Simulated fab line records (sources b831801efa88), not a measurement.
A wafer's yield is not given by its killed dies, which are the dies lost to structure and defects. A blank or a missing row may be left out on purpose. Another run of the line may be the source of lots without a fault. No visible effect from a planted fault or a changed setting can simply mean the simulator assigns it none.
Chamber matching	flow gf180mcu	GF_V3_ETCH_16 on rie_diel-03 has 4 sister chambers
The step etches BARC in N2/H2. 18 wafers are shown with their chamber, then 9 later ones without.

WAFERS WITH THEIR CHAMBER
wafer	chamber	drypump_motor_current_A (A)	throttle_valve_pct (%)	oes_product_au (a.u.)
L079.3	3	5.8	13.221	0.857
L079.4	1	5.5	13.235	0.856
L079.6	3	5.7	13.233	0.860
L082.1	1	5.5	13.247	0.852
L082.3	0	5.7	13.225	0.853
L082.5	3	5.7	13.238	0.854
L083.1	0	5.7	13.220	0.847
L083.2	2	6.4	13.237	0.854
L083.4	1	5.5	13.240	0.842
L084.1	3	5.8	13.236	0.854
L084.3	1	5.5	13.245	0.847
L084.5	2	6.4	13.229	0.850
L087.1	1	5.6	13.223	0.856
L087.2	0	5.7	13.229	0.851
L087.5	3	5.7	13.213	0.856
L088.1	1	5.6	13.227	0.857
L088.2	0	5.7	13.226	0.845
L088.3	3	5.8	13.217	0.842

SIGNATURES, as means of the wafers listed above
reading	chamber 0	chamber 1	chamber 2	chamber 3	scatter within a chamber
drypump_motor_current_A	5.700	5.533	6.400	5.750	0.045
throttle_valve_pct	13.22500	13.23617	13.23300	13.22633	0.0089
oes_product_au	0.84900	0.85167	0.85200	0.85383	0.00549
Rule: a wafer's distance from a chamber is the root of the sum, over the readings, of the square of ((its reading less the chamber's mean) divided by the reading's scatter). The wafer belongs to the nearest chamber; if the next one is less than 2 further off, it can't be placed. The scatter: take each reading less its chamber's mean, square it, sum over the shown wafers, divide by the number of wafers less the number of chambers, and take the root.

WAFERS WHOSE CHAMBER IS MISSING
wafer	drypump_motor_current_A (A)	throttle_valve_pct (%)	oes_product_au (a.u.)
L091.1	6.4	13.242	0.849
L091.3	5.7	13.233	0.859
L091.5	6.3	13.231	0.855
L094.4	5.7	13.235	0.849
L094.5	5.7	13.225	0.852
L094.6	5.8	13.235	0.852
L095.2	5.7	13.224	0.857
L095.3	6.3	13.233	0.859
L095.5	5.8	13.217	0.857

WHICH CHAMBER EACH WENT THROUGH
wafer	from the rows above	in truth
L091.1	2	2
L091.3	can't be placed: 3 or 0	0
L091.5	2	2
L094.4	can't be placed: 0 or 3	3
L094.5	can't be placed: 0 or 3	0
L094.6	can't be placed: 3 or 0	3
L095.2	can't be placed: 3 or 0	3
L095.3	2	2
L095.5	can't be placed: 3 or 0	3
Correctly placed: 3 of 9. Cannot be placed on the basis of these rows: 6; the candidates contain the true chamber in 6. Number placed wrongly: 0.
